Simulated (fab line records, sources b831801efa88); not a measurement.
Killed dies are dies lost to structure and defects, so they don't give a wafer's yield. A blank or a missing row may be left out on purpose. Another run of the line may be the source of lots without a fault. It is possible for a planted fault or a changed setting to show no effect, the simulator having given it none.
Which of the tools did it?	flow sky130	6 lots with 18 wafers sampled at 3 steps, on a route of 708 steps

## WHAT THE GAUGES SHOWED, per wafer
SKY_NWELL_RS_MEAS_31: measures by four-point-probe.
lot	measured	on	PWDE_RS (ohm/sq)
L720	day 5 16:06	film-metro-01	5273 5266 5286
L723	day 6 07:27	film-metro-02	5281 5291 5296
L727	day 7 07:13	film-metro-02	5284 5290 5298
L730	day 8 04:55	film-metro-01	5264 5268 5268
L738	day 9 22:51	film-metro-01	5347 5340 5334
L742	day 11 07:23	film-metro-02	5264 5254 5266

## WHAT TOOL EACH LOT RAN ON (gives the tool, then ch and the chambers of the sampled wafers, and finally the start)
lot	SKY_FIELD_ISO_CMP_27	SKY_PWDE_IMPLANT_08
L720	cmp-01 ch 1,2,3, day 2 17:05	implanter-02 ch 0, day 4 04:21
L723	cmp-01 ch 0,2,3, day 3 07:25	implanter-02 ch 0, day 4 18:53
L727	cmp-02 ch 0,1,3, day 4 02:25	implanter-01 ch 0, day 5 17:00
L730	cmp-01 ch 0,1,2, day 4 20:24	implanter-02 ch 0, day 6 11:19
L738	cmp-02 ch 0,2,3, day 6 13:08	implanter-02 ch 0, day 8 06:32
L742	cmp-02 ch 1,3, day 7 13:13	implanter-04 ch 0, day 9 09:19
- SKY_FIELD_ISO_CMP_27: polishes, stops on Si3N4, t overpolish 16 s, target thk 457.8 nm.
- SKY_PWDE_IMPLANT_08

## THE ANSWER, worked out from the rows above alone
Rule: usual is defined by the lots themselves. The widest of any qualifying gaps counts: lots, ordered by their means at a reading, are off when they make up no more than a third of the lots, leave a main group of 4 or more, and stand apart from it by 3 or more times the standard deviation of that group's means. Not used: any main group whose means are identical at the precision the tables above print for the reading. A lot without any number at a reading at which 4 lots or more have one is off too. The other lots that the step has rows for count as sound.
Off: L738, seen at SKY_NWELL_RS_MEAS_31 (PWDE_RS). The main group has a mean of 5277 ohm/sq with a standard deviation of 12.
A tool fits if, at a process step before that reading, it ran every lot that is off, and no sound lot after the first of them. Those tools and the gauges at SKY_NWELL_RS_MEAS_31 are tried in the same way. 2 tools fit, implanter-02 at SKY_PWDE_IMPLANT_08 and film-metro-01 at SKY_NWELL_RS_MEAS_31, so this cannot tell which one it is.

## WHAT THE SIMULATOR HAD INSERTED
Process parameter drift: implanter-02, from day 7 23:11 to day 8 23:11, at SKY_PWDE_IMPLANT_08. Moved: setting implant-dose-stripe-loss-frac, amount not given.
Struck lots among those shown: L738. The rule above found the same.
